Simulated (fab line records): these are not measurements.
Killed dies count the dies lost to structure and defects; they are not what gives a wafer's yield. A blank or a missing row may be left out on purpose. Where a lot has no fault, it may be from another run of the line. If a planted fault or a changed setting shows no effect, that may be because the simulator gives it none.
fab line records ; flow sky130
record lots=24; wafers=72; last_day=50
route steps=708 shown SD_P@331 VIA1@481 CAPM@538 METAL3@563 PASSIVATION@683
lots that met no fault: from a run of the same line without faults
start_h: the number of hours between the record's first day and the start of the first shown wafer of the lot ; wait_h: hours since the lot's step before ; " same as the row above ; L1.1+2: a single row standing in for several wafers ; - no value, or no start was given ; * or withheld: withheld ; < > ~ a bound
route shown NAME@n: a module of which the file shows steps, and the number in the route of the first ; usual: mean and standard deviation over wafers with no fault ; same: alike in all rows ; chamber/n: place in a boat ; sites: each site's reading ; _std_site: their standard deviation ; _edge_site: the outer-site mean with the inner-site mean subtracted ; radius_mm: how far each site lies from the wafer's centre ; mask NAME#n: copy n ; behind: the tool/chamber that last shaped the wafer ; hold: the reason the lot was held/the length of the hold in hours/how it ended ; device: the n, p or np transistor that did not switch ; end of line: the same wafers' tests at the end of the route ; a step with no rows: only its recipe ; killed: dies lost to structure and defects at the first sort, not the wafer's yield ; map: shows each die of a wafer: x if killed, . if not, _ if none is there
set.NAME: the setting that was run; set.NAME@STEP: the one run at that earlier step ; model.NAME: the simulator's own value behind a step, which no gauge read
the route's steps for a sample of lots (tables are steps, rows are wafers)
services: a tool's chamber out of use, with start hour (start_h, from the record's first day; less than 0 if before it), hours out, and reason
## steps
# step SKY_SD_P_TW_MEAS_11
# usual SD_P_TW=2815/19
lot.wafer;tool;chamber;start_h;wait_h;SD_P_TW
L074.2;film_metro-02;-;582.20;0.1;2819
L074.3;film_metro-02;-;582.20;0.1;2820
L074.5;film_metro-02;-;582.20;0.1;2816
L077.2;film_metro-03;-;613.54;0.1;2791
L077.5;film_metro-03;-;613.54;0.1;2809
L077.6;film_metro-03;-;613.54;0.1;2805
L075.2;film_metro-02;-;613.84;0.1;2831
L075.3;film_metro-02;-;613.84;0.1;2807
L075.4;film_metro-02;-;613.84;0.1;2827
L076.1;film_metro-03;-;614.13;0.1;2790
L076.5;film_metro-03;-;614.13;0.1;2802
L076.6;film_metro-03;-;614.13;0.1;2779
L078.2;film_metro-04;-;623.84;0.1;2832
L078.3;film_metro-04;-;623.84;0.1;2849
L078.4;film_metro-04;-;623.84;0.1;2832
L079.1;film_metro-02;-;628.03;0.1;2817
L079.2;film_metro-02;-;628.03;0.1;2812
L079.6;film_metro-02;-;628.03;0.1;2812
L080.2;film_metro-04;-;636.34;0.1;2832
L080.4;film_metro-04;-;636.34;0.1;2860
L080.6;film_metro-04;-;636.34;0.1;2858
L081.2;film_metro-02;-;638.84;0.1;2816
L081.3;film_metro-02;-;638.84;0.1;2805
L081.4;film_metro-02;-;638.84;0.1;2806
L082.3;film_metro-03;-;652.65;0.1;2778
L082.4;film_metro-03;-;652.65;0.1;2770
L082.5;film_metro-03;-;652.65;0.1;2800
L083.3;film_metro-03;-;658.61;0.1;2785
L083.4;film_metro-03;-;658.61;0.1;2782
L083.6;film_metro-03;-;658.61;0.1;2783
L084.1;film_metro-02;-;673.38;0.1;2807
L084.2;film_metro-02;-;673.38;0.1;2807
L084.5;film_metro-02;-;673.38;0.1;2797
L085.1;film_metro-04;-;682.48;0.1;2819
L085.3;film_metro-04;-;682.48;0.1;2830
L085.6;film_metro-04;-;682.48;0.1;2849
L086.1;film_metro-02;-;690.83;0.1;2824
L086.2;film_metro-02;-;690.83;0.1;2808
L086.6;film_metro-02;-;690.83;0.1;2815
L088.1;film_metro-02;-;732.64;0.1;2824
L088.5;film_metro-02;-;732.64;0.1;2809
L088.6;film_metro-02;-;732.64;0.1;2809
L087.2;film_metro-02;-;736.49;0.1;2806
L087.3;film_metro-02;-;736.49;0.1;2801
L087.5;film_metro-02;-;736.49;0.1;2809
L090.4;film_metro-04;-;736.55;0.1;2832
L090.5;film_metro-04;-;736.55;0.1;2833
L090.6;film_metro-04;-;736.55;0.1;2822
L092.4;film_metro-02;-;737.11;0.1;2821
L092.5;film_metro-02;-;737.11;0.1;2818
L092.6;film_metro-02;-;737.11;0.1;2807
L089.2;film_metro-04;-;737.74;0.1;2848
L089.4;film_metro-04;-;737.74;0.1;2828
L089.5;film_metro-04;-;737.74;0.1;2836
L091.1;film_metro-02;-;738.39;0.1;2818
L091.2;film_metro-02;-;738.39;0.1;2815
L091.6;film_metro-02;-;738.39;0.1;2812
L093.2;film_metro-02;-;741.19;0.1;2809
L093.3;film_metro-02;-;741.19;0.1;2810
L093.4;film_metro-02;-;741.19;0.1;2818
L094.1;film_metro-02;-;755.23;0.1;2825
L094.3;film_metro-02;-;755.23;0.1;2822
L094.6;film_metro-02;-;755.23;0.1;2828
L096.1;film_metro-02;-;784.64;0.1;2816
L096.4;film_metro-02;-;784.64;0.1;2805
L096.5;film_metro-02;-;784.64;0.1;2808
L095.1;film_metro-02;-;785.29;0.1;2816
L095.5;film_metro-02;-;785.29;0.1;2815
L095.6;film_metro-02;-;785.29;0.1;2799
L097.1;film_metro-02;-;786.39;0.1;2794
L097.2;film_metro-02;-;786.39;0.1;2800
L097.5;film_metro-02;-;786.39;0.1;2825
# step SKY_VIA1_THK_MEAS_23
# recipe thk_meas_gauge=xrf; reads=W_of_VIA1_CVD_21
# usual VIA1_W_THK=273/4.6
lot.wafer;tool;chamber;start_h;wait_h;VIA1_W_THK[nm]
L074.2;film_metro-04;-;786.34;0.1;279
L074.3;film_metro-04;-;786.34;0.1;274
L074.5;film_metro-04;-;786.34;0.1;277
L077.2;film_metro-02;-;815.12;0.1;272
L077.5;film_metro-02;-;815.12;0.1;278
L077.6;film_metro-02;-;815.12;0.1;272
L075.2;film_metro-02;-;815.91;0.1;272
L075.3;film_metro-02;-;815.91;0.1;278
L075.4;film_metro-02;-;815.91;0.1;266
L076.1;film_metro-02;-;816.70;0.1;272
L076.5;film_metro-02;-;816.70;0.1;272
L076.6;film_metro-02;-;816.70;0.1;279
L078.2;film_metro-04;-;827.11;0.1;271
L078.3;film_metro-04;-;827.11;0.1;282
L078.4;film_metro-04;-;827.11;0.1;274
L079.1;film_metro-02;-;829.12;0.1;278
L079.2;film_metro-02;-;829.12;0.1;267
L079.6;film_metro-02;-;829.12;0.1;273
L080.2;film_metro-02;-;837.28;0.1;270
L080.4;film_metro-02;-;837.28;0.1;270
L080.6;film_metro-02;-;837.28;0.1;266
L081.2;film_metro-04;-;839.35;0.1;272
L081.3;film_metro-04;-;839.35;0.1;271
L081.4;film_metro-04;-;839.35;0.1;270
L082.3;film_metro-02;-;853.77;0.1;267
L082.4;film_metro-02;-;853.77;0.1;269
L082.5;film_metro-02;-;853.77;0.1;269
L083.3;film_metro-03;-;858.59;0.1;271
L083.4;film_metro-03;-;858.59;0.1;275
L083.6;film_metro-03;-;858.59;0.1;275
L084.1;film_metro-04;-;872.67;0.1;275
L084.2;film_metro-04;-;872.67;0.1;272
L084.5;film_metro-04;-;872.67;0.1;271
L085.1;film_metro-04;-;882.41;0.1;281
L085.3;film_metro-04;-;882.41;0.1;277
L085.6;film_metro-04;-;882.41;0.1;278
L086.1;film_metro-02;-;887.03;0.1;273
L086.2;film_metro-02;-;887.03;0.1;273
L086.6;film_metro-02;-;887.03;0.1;268
L088.1;film_metro-04;-;927.41;0.1;268
L088.5;film_metro-04;-;927.41;0.1;268
L088.6;film_metro-04;-;927.41;0.1;265
L087.2;film_metro-03;-;929.55;0.1;271
L087.3;film_metro-03;-;929.55;0.1;270
L087.5;film_metro-03;-;929.55;0.1;271
L090.4;film_metro-03;-;931.18;0.1;267
L090.5;film_metro-03;-;931.18;0.1;266
L090.6;film_metro-03;-;931.18;0.1;271
L092.4;film_metro-04;-;932.44;0.1;269
L092.5;film_metro-04;-;932.44;0.1;272
L092.6;film_metro-04;-;932.44;0.1;271
L089.2;film_metro-04;-;932.75;0.1;275
L089.4;film_metro-04;-;932.75;0.1;268
L089.5;film_metro-04;-;932.75;0.1;269
L091.1;film_metro-03;-;933.20;0.1;269
L091.2;film_metro-03;-;933.20;0.1;275
L091.6;film_metro-03;-;933.20;0.1;268
L093.2;film_metro-04;-;935.06;0.1;268
L093.3;film_metro-04;-;935.06;0.1;268
L093.4;film_metro-04;-;935.06;0.1;268
L094.1;film_metro-02;-;945.75;0.1;271
L094.3;film_metro-02;-;945.75;0.1;279
L094.6;film_metro-02;-;945.75;0.1;270
L096.1;film_metro-04;-;971.66;0.1;281
L096.4;film_metro-04;-;971.66;0.1;280
L096.5;film_metro-04;-;971.66;0.1;271
L095.1;film_metro-03;-;973.43;0.1;275
L095.5;film_metro-03;-;973.43;0.1;273
L095.6;film_metro-03;-;973.43;0.1;282
L097.1;film_metro-04;-;975.43;0.1;271
L097.2;film_metro-04;-;975.43;0.1;280
L097.5;film_metro-04;-;975.43;0.1;269
# step SKY_CAPM_THK_MEAS_01
# recipe reads=SiO2_of_CAPM_CVD_00
# usual CAPM_CVD_00_THK=15.53/0.22
lot.wafer;tool;chamber;start_h;wait_h;CAPM_CVD_00_THK[nm]
L074.2;film_metro-04;-;841.99;-;15.29
L074.3;film_metro-04;-;841.99;-;15.59
L074.5;film_metro-04;-;841.99;-;15.48
L077.2;film_metro-03;-;872.29;-;15.63
L077.5;film_metro-03;-;872.29;-;15.67
L077.6;film_metro-03;-;872.29;-;15.38
L075.2;film_metro-01;-;873.63;-;15.11
L075.3;film_metro-01;-;873.63;-;15.32
L075.4;film_metro-01;-;873.63;-;15.69
L076.1;film_metro-03;-;874.49;-;15.47
L076.5;film_metro-03;-;874.49;-;16.09
L076.6;film_metro-03;-;874.49;-;15.67
L078.2;film_metro-03;-;884.54;-;15.32
L078.3;film_metro-03;-;884.54;-;15.47
L078.4;film_metro-03;-;884.54;-;15.64
L079.1;film_metro-01;-;885.52;-;15.44
L079.2;film_metro-01;-;885.52;-;15.54
L079.6;film_metro-01;-;885.52;-;15.78
L080.2;film_metro-04;-;894.32;-;15.68
L080.4;film_metro-04;-;894.32;-;15.88
L080.6;film_metro-04;-;894.32;-;15.62
L081.2;film_metro-03;-;896.64;-;15.45
L081.3;film_metro-03;-;896.64;-;15.43
L081.4;film_metro-03;-;896.64;-;15.48
L082.3;film_metro-01;-;909.94;-;15.38
L082.4;film_metro-01;-;909.94;-;15.72
L082.5;film_metro-01;-;909.94;-;15.93
L083.3;film_metro-04;-;913.61;-;15.44
L083.4;film_metro-04;-;913.61;-;15.65
L083.6;film_metro-04;-;913.61;-;15.87
L084.1;film_metro-01;-;927.51;-;15.44
L084.2;film_metro-01;-;927.51;-;15.37
L084.5;film_metro-01;-;927.51;-;15.63
L085.1;film_metro-03;-;936.62;-;15.44
L085.3;film_metro-03;-;936.62;-;15.23
L085.6;film_metro-03;-;936.62;-;15.41
L086.1;film_metro-04;-;939.79;-;15.44
L086.2;film_metro-04;-;939.79;-;15.58
L086.6;film_metro-04;-;939.79;-;15.54
L088.1;film_metro-03;-;980.05;-;15.37
L088.5;film_metro-03;-;980.05;-;15.66
L088.6;film_metro-03;-;980.05;-;15.73
L087.2;film_metro-03;-;981.89;-;15.56
L087.3;film_metro-03;-;981.89;-;15.36
L087.5;film_metro-03;-;981.89;-;15.91
L090.4;film_metro-03;-;982.73;-;15.23
L090.5;film_metro-03;-;982.73;-;15.33
L090.6;film_metro-03;-;982.73;-;15.51
L092.4;film_metro-03;-;983.80;-;15.79
L092.5;film_metro-03;-;983.80;-;15.90
L092.6;film_metro-03;-;983.80;-;15.93
L089.2;film_metro-04;-;984.38;-;15.66
L089.4;film_metro-04;-;984.38;-;15.43
L089.5;film_metro-04;-;984.38;-;15.84
L091.1;film_metro-03;-;986.18;-;15.45
L091.2;film_metro-03;-;986.18;-;15.55
L091.6;film_metro-03;-;986.18;-;15.51
L093.2;film_metro-01;-;987.11;-;15.31
L093.3;film_metro-01;-;987.11;-;15.55
L093.4;film_metro-01;-;987.11;-;15.60
L094.1;film_metro-04;-;995.49;-;15.46
L094.3;film_metro-04;-;995.49;-;15.45
L094.6;film_metro-04;-;995.49;-;15.70
L096.1;film_metro-04;-;1022.13;-;15.04
L096.4;film_metro-04;-;1022.13;-;15.01
L096.5;film_metro-04;-;1022.13;-;15.55
L095.1;film_metro-01;-;1023.13;-;15.61
L095.5;film_metro-01;-;1023.13;-;15.42
L095.6;film_metro-01;-;1023.13;-;15.84
L097.1;film_metro-03;-;1025.38;-;15.14
L097.2;film_metro-03;-;1025.38;-;15.26
L097.5;film_metro-03;-;1025.38;-;15.37
# step SKY_CAPM_METAL_ETCH_13
# recipe target_depth_nm=220; stop_on=SiO2; chemistry=Cl2/BCl3; target=TiN; pressure_mtorr=10; icp_w=900; bias_w=48.5; Cl2_flow_sccm=60; bcl3_flow_sccm=30; time_s=62.9
# usual drypump_motor_current_A=5.7/0.41; oes_product_au=0.942/0.0062; throttle_valve_pct=21.901/0.0087
lot.wafer;tool;chamber;start_h;wait_h;drypump_motor_current_A;oes_product_au;rf_hours_counter_h;throttle_valve_pct
L074.2;rie_metal-03;0;868.34;0.0;6.0;0.936;15;21.920
L074.3;rie_metal-03;1;868.34;0.0;5.4;0.932;-;21.893
L074.5;rie_metal-03;1;868.34;0.0;5.4;0.937;-;21.908
L077.2;rie_metal-03;0;898.34;0.0;6.0;0.939;0;21.901
L077.5;rie_metal-03;1;898.34;0.0;5.4;0.952;-;21.896
L077.6;rie_metal-03;0;898.34;0.0;6.0;0.931;-;21.901
L075.2;rie_metal-02;1;898.64;0.0;5.9;0.927;14;21.903
L075.3;rie_metal-02;0;898.64;0.0;5.1;0.932;-;21.924
L075.4;rie_metal-02;1;898.64;0.0;6.0;0.935;-;21.894
L076.1;rie_metal-02;0;900.03;0.0;5.1;0.941;18;21.892
L076.5;rie_metal-02;0;900.03;0.0;5.1;0.942;-;21.909
L076.6;rie_metal-02;1;900.03;0.0;5.9;0.937;-;21.891
L078.2;rie_metal-03;1;909.91;0.0;5.4;0.954;9;21.892
L078.3;rie_metal-03;0;909.91;0.0;5.9;0.951;-;21.907
L078.4;rie_metal-03;1;909.91;0.0;5.4;0.947;-;21.889
L079.1;rie_metal-04;0;910.51;0.0;6.3;0.940;17;21.893
L079.2;rie_metal-04;1;910.51;0.0;5.4;0.932;3;21.908
L079.6;rie_metal-04;1;910.51;0.0;5.4;0.939;-;21.907
L080.2;rie_metal-02;1;918.84;0.0;5.9;0.946;14;21.915
L080.4;rie_metal-02;0;918.84;0.0;5.1;0.947;-;21.907
L080.6;rie_metal-02;0;918.84;0.0;5.1;0.944;-;21.907
L081.2;rie_metal-04;0;921.03;0.0;6.3;0.935;17;21.897
L081.3;rie_metal-04;0;921.03;0.0;6.3;0.938;-;21.904
L081.4;rie_metal-04;1;921.03;0.0;5.4;0.939;-;21.907
L082.3;rie_metal-04;1;934.86;0.1;5.4;0.945;-;21.916
L082.4;rie_metal-04;1;934.86;0.1;5.4;0.941;-;21.902
L082.5;rie_metal-04;1;934.86;0.1;5.4;0.943;-;21.913
L083.3;rie_metal-04;1;937.71;0.1;5.4;0.938;-;21.900
L083.4;rie_metal-04;1;937.71;0.1;5.4;0.934;-;21.906
L083.6;rie_metal-04;1;937.71;0.1;5.4;0.944;-;21.887
L084.1;rie_metal-02;0;952.11;0.0;5.1;0.944;20;21.918
L084.2;rie_metal-02;1;952.11;0.0;5.9;0.935;16;21.911
L084.5;rie_metal-02;1;952.11;0.0;6.0;0.939;-;21.902
L085.1;rie_metal-04;1;960.53;0.0;5.4;0.942;6;21.903
L085.3;rie_metal-04;0;960.53;0.0;6.3;0.942;-;21.905
L085.6;rie_metal-04;1;960.53;0.0;5.4;0.936;-;21.900
L086.1;rie_metal-02;1;963.76;0.0;6.0;0.947;17;21.902
L086.2;rie_metal-02;0;963.76;0.0;5.1;0.951;21;21.903
L086.6;rie_metal-02;1;963.76;0.0;6.0;0.944;-;21.906
L088.1;rie_metal-03;1;1003.54;0.0;5.4;0.949;13;21.916
L088.5;rie_metal-03;0;1003.54;0.0;5.9;0.942;-;21.881
L088.6;rie_metal-03;1;1003.54;0.0;5.4;0.941;-;21.908
L087.2;rie_metal-02;1;1004.98;0.0;5.9;0.939;19;21.912
L087.3;rie_metal-02;0;1004.98;0.0;5.1;0.936;-;21.907
L087.5;rie_metal-02;0;1004.98;0.0;5.1;0.944;-;21.896
L090.4;rie_metal-04;0;1006.37;0.0;6.3;0.943;-;21.900
L090.5;rie_metal-04;1;1006.37;0.0;5.4;0.952;-;21.917
L090.6;rie_metal-04;0;1006.37;0.0;6.3;0.943;-;21.895
L092.4;rie_metal-04;1;1007.24;0.0;5.4;0.951;-;21.903
L092.5;rie_metal-04;1;1007.24;0.0;5.4;0.945;-;21.909
L092.6;rie_metal-04;0;1007.24;0.0;6.3;0.944;-;21.911
L089.2;rie_metal-03;0;1007.86;0.0;6.0;0.923;6;21.890
L089.4;rie_metal-03;1;1007.86;0.0;5.4;0.941;-;21.915
L089.5;rie_metal-03;0;1007.86;0.0;6.0;0.933;-;21.899
L091.1;rie_metal-04;0;1009.39;0.0;6.4;0.947;3;21.901
L091.2;rie_metal-04;1;1009.39;0.0;5.4;0.943;8;21.893
L091.6;rie_metal-04;0;1009.39;0.0;6.3;0.949;-;21.901
L093.2;rie_metal-03;0;1010.43;0.0;6.0;0.943;6;21.886
L093.3;rie_metal-03;0;1010.43;0.0;6.0;0.942;-;21.899
L093.4;rie_metal-03;1;1010.43;0.0;5.4;0.936;-;21.893
L094.1;rie_metal-04;0;1018.36;0.0;6.3;0.941;4;21.895
L094.3;rie_metal-04;1;1018.36;0.0;5.4;0.937;-;21.896
L094.6;rie_metal-04;0;1018.36;0.0;6.3;0.951;-;21.904
L096.1;rie_metal-02;1;1043.53;0.0;5.9;0.934;23;21.906
L096.4;rie_metal-02;1;1043.53;0.0;5.9;0.940;-;21.892
L096.5;rie_metal-02;1;1043.53;0.0;5.9;0.948;-;21.905
L095.1;rie_metal-04;0;1045.28;0.0;6.3;0.944;5;21.894
L095.5;rie_metal-04;1;1045.28;0.0;5.4;0.951;-;21.895
L095.6;rie_metal-04;0;1045.28;0.0;6.3;0.950;-;21.911
L097.1;rie_metal-02;1;1047.31;0.0;5.9;0.950;23;21.898
L097.2;rie_metal-02;1;1047.31;0.0;5.9;0.942;-;21.897
L097.5;rie_metal-02;1;1047.31;0.0;6.0;0.934;-;21.906
# step SKY_METAL3_CD_MEAS_13
# recipe target_cd_nm=300
# usual cd_nm=300.3/1.4
lot.wafer;tool;chamber;start_h;wait_h;cd_nm
L074.2;cd_sem-01;-;895.30;-;300.2
L074.3;cd_sem-01;-;895.30;-;301.0
L074.5;cd_sem-01;-;895.30;-;301.7
L075.2;cd_sem-02;-;923.92;-;299.1
L075.3;cd_sem-02;-;923.92;-;297.8
L075.4;cd_sem-02;-;923.92;-;298.7
L077.2;cd_sem-02;-;924.91;-;300.6
L077.5;cd_sem-02;-;924.91;-;300.8
L077.6;cd_sem-02;-;924.91;-;300.0
L076.1;cd_sem-02;-;925.73;-;300.9
L076.5;cd_sem-02;-;925.73;-;301.3
L076.6;cd_sem-02;-;925.73;-;301.2
L078.2;cd_sem-02;-;935.22;-;298.6
L078.3;cd_sem-02;-;935.22;-;299.5
L078.4;cd_sem-02;-;935.22;-;298.3
L079.1;cd_sem-01;-;936.19;-;298.7
L079.2;cd_sem-01;-;936.19;-;298.8
L079.6;cd_sem-01;-;936.19;-;296.9
L080.2;cd_sem-02;-;944.00;-;300.3
L080.4;cd_sem-02;-;944.00;-;301.2
L080.6;cd_sem-02;-;944.00;-;300.0
L081.2;cd_sem-02;-;946.22;-;299.6
L081.3;cd_sem-02;-;946.22;-;301.9
L081.4;cd_sem-02;-;946.22;-;302.5
L082.3;cd_sem-02;-;960.23;-;301.2
L082.4;cd_sem-02;-;960.23;-;300.1
L082.5;cd_sem-02;-;960.23;-;300.4
L083.3;cd_sem-01;-;962.57;-;301.8
L083.4;cd_sem-01;-;962.57;-;299.2
L083.6;cd_sem-01;-;962.57;-;302.7
L084.1;cd_sem-02;-;976.70;-;299.1
L084.2;cd_sem-02;-;976.70;-;298.6
L084.5;cd_sem-02;-;976.70;-;299.0
L085.1;cd_sem-01;-;984.55;-;302.7
L085.3;cd_sem-01;-;984.55;-;302.1
L085.6;cd_sem-01;-;984.55;-;302.1
L086.1;cd_sem-02;-;987.84;-;300.4
L086.2;cd_sem-02;-;987.84;-;299.3
L086.6;cd_sem-02;-;987.84;-;299.3
L088.1;cd_sem-02;-;1026.85;-;301.3
L088.5;cd_sem-02;-;1026.85;-;300.9
L088.6;cd_sem-02;-;1026.85;-;301.5
L087.2;cd_sem-01;-;1029.02;-;301.7
L087.3;cd_sem-01;-;1029.02;-;300.2
L087.5;cd_sem-01;-;1029.02;-;301.7
L090.4;cd_sem-01;-;1030.11;-;301.1
L090.5;cd_sem-01;-;1030.11;-;300.4
L090.6;cd_sem-01;-;1030.11;-;300.6
L092.4;cd_sem-01;-;1030.99;-;301.1
L092.5;cd_sem-01;-;1030.99;-;298.6
L092.6;cd_sem-01;-;1030.99;-;299.6
L089.2;cd_sem-02;-;1032.06;-;298.8
L089.4;cd_sem-02;-;1032.06;-;300.7
L089.5;cd_sem-02;-;1032.06;-;298.7
L091.1;cd_sem-02;-;1032.53;-;301.4
L091.2;cd_sem-02;-;1032.53;-;300.6
L091.6;cd_sem-02;-;1032.53;-;300.8
L093.2;cd_sem-02;-;1034.27;-;302.5
L093.3;cd_sem-02;-;1034.27;-;300.8
L093.4;cd_sem-02;-;1034.27;-;301.5
L094.1;cd_sem-01;-;1040.89;-;300.4
L094.3;cd_sem-01;-;1040.89;-;302.4
L094.6;cd_sem-01;-;1040.89;-;300.5
L096.1;cd_sem-02;-;1065.29;-;300.4
L096.4;cd_sem-02;-;1065.29;-;299.6
L096.5;cd_sem-02;-;1065.29;-;298.5
L095.1;cd_sem-02;-;1067.69;-;296.3
L095.5;cd_sem-02;-;1067.69;-;297.0
L095.6;cd_sem-02;-;1067.69;-;296.2
L097.1;cd_sem-02;-;1068.80;-;301.3
L097.2;cd_sem-02;-;1068.80;-;301.0
L097.5;cd_sem-02;-;1068.80;-;300.8
# step SKY_PASSIVATION_CVD_02
# recipe material=Si3N4; target_thk_nm=540; temp_c=400; time_s=withheld; rf_w=450
# usual heater_power_w=703/92
lot.wafer;tool;chamber;start_h;wait_h;heater_power_w
L074.2;pecvd-01;1;1022.84;0.0;748
L074.3;pecvd-01;0;1022.84;0.0;748
L074.5;pecvd-01;2;1022.84;0.0;826
L075.2;pecvd-02;2;1047.16;0.0;638
L075.3;pecvd-02;2;1047.16;0.0;651
L075.4;pecvd-02;1;1047.16;0.0;672
L077.2;pecvd-03;0;1049.12;0.0;538
L077.5;pecvd-03;0;1049.12;0.0;577
L077.6;pecvd-03;1;1049.12;0.0;739
L076.1;pecvd-01;1;1051.54;0.1;727
L076.5;pecvd-01;2;1051.54;0.1;753
L076.6;pecvd-01;1;1051.54;0.1;731
L078.2;pecvd-01;0;1058.57;0.0;775
L078.3;pecvd-01;2;1058.57;0.0;927
L078.4;pecvd-01;1;1058.57;0.0;734
L079.1;pecvd-03;0;1059.87;0.1;548
L079.2;pecvd-03;2;1059.87;0.1;762
L079.6;pecvd-03;2;1059.87;0.1;611
L080.2;pecvd-01;2;1063.67;0.0;881
L080.4;pecvd-01;1;1063.67;0.0;717
L080.6;pecvd-01;0;1063.67;0.0;641
L081.2;pecvd-02;0;1067.60;0.0;698
L081.3;pecvd-02;2;1067.60;0.0;655
L081.4;pecvd-02;1;1067.60;0.0;654
L082.3;pecvd-03;0;1081.27;0.0;582
L082.4;pecvd-03;0;1081.27;0.0;607
L082.5;pecvd-03;1;1081.27;0.0;741
L083.3;pecvd-03;0;1082.53;0.0;603
L083.4;pecvd-03;1;1082.53;0.0;742
L083.6;pecvd-03;0;1082.53;0.0;635
L084.1;pecvd-02;1;1094.84;0.1;772
L084.2;pecvd-02;0;1094.84;0.1;591
L084.5;pecvd-02;1;1094.84;0.1;815
L085.1;pecvd-01;0;1103.50;0.1;749
L085.3;pecvd-01;2;1103.50;0.1;925
L085.6;pecvd-01;2;1103.50;0.1;935
L086.1;pecvd-02;2;1104.08;0.1;628
L086.2;pecvd-02;0;1104.08;0.1;607
L086.6;pecvd-02;2;1104.08;0.1;654
L088.1;pecvd-03;1;1136.86;0.1;733
L088.5;pecvd-03;2;1136.86;0.1;633
L088.6;pecvd-03;0;1136.86;0.1;602
L087.2;pecvd-01;1;1139.68;0.0;737
L087.3;pecvd-01;1;1139.68;0.0;753
L087.5;pecvd-01;1;1139.68;0.0;759
L090.4;pecvd-03;0;1140.87;0.1;658
L090.5;pecvd-03;1;1140.87;0.1;624
L090.6;pecvd-03;2;1140.87;0.1;619
L092.4;pecvd-02;0;1141.84;0.1;712
L092.5;pecvd-02;0;1141.84;0.1;586
L092.6;pecvd-02;2;1141.84;0.1;672
L089.2;pecvd-01;2;1143.79;0.0;752
L089.4;pecvd-01;0;1143.79;0.0;657
L089.5;pecvd-01;0;1143.79;0.0;693
L091.1;pecvd-03;2;1144.19;0.1;691
L091.2;pecvd-03;1;1144.19;0.1;743
L091.6;pecvd-03;2;1144.19;0.1;726
L093.2;pecvd-02;2;1144.84;0.0;618
L093.3;pecvd-02;2;1144.84;0.0;623
L093.4;pecvd-02;0;1144.84;0.0;677
L094.1;pecvd-03;1;1150.09;0.1;620
L094.3;pecvd-03;2;1150.09;0.1;705
L094.6;pecvd-03;1;1150.09;0.1;679
L096.1;pecvd-03;1;1169.28;0.1;721
L096.4;pecvd-03;2;1169.28;0.1;639
L096.5;pecvd-03;0;1169.28;0.1;581
L095.1;pecvd-01;1;1171.18;0.1;752
L095.5;pecvd-01;1;1171.18;0.1;632
L095.6;pecvd-01;2;1171.18;0.1;922
L097.1;pecvd-02;0;1171.57;0.1;691
L097.2;pecvd-02;1;1171.57;0.1;762
L097.5;pecvd-02;2;1171.57;0.1;631
## services
tool;chamber;start_h;hours;kind
rie_metal-04;1;851.17;20.0;repair
pecvd-03;-;862.00;2.8;pm
pecvd-02;2;923.77;22.1;repair
rie_metal-04;0;925.43;-;clean
rie_metal-04;0;925.43;14.3;scheduled_down
rie_metal-04;0;925.43;14.3;vent_cycle
pecvd-01;0;950.07;4.6;repair
rie_metal-02;-;960.59;2.8;pm
pecvd-01;1;967.76;3.9;repair
rie_metal-03;-;974.99;3.4;repair
pecvd-03;0;975.70;-;calibration
rie_metal-04;0;978.23;7.5;repair
pecvd-03;-;1006.39;1.1;repair
rie_metal-04;-;1023.89;2.8;pm
pecvd-03;2;1037.40;5.5;scheduled_down
pecvd-03;2;1067.57;3.7;repair
rie_metal-02;0;1070.93;26.7;repair
rie_metal-04;1;1078.22;9.3;repair
pecvd-02;2;1121.64;18.7;repair
pecvd-01;-;1135.86;0.3;repair
pecvd-03;-;1139.87;0.3;repair
rie_metal-03;1;1141.47;4.6;repair
pecvd-01;1;1142.44;5.0;repair
rie_metal-03;-;1143.83;2.8;pm
## key
fault none
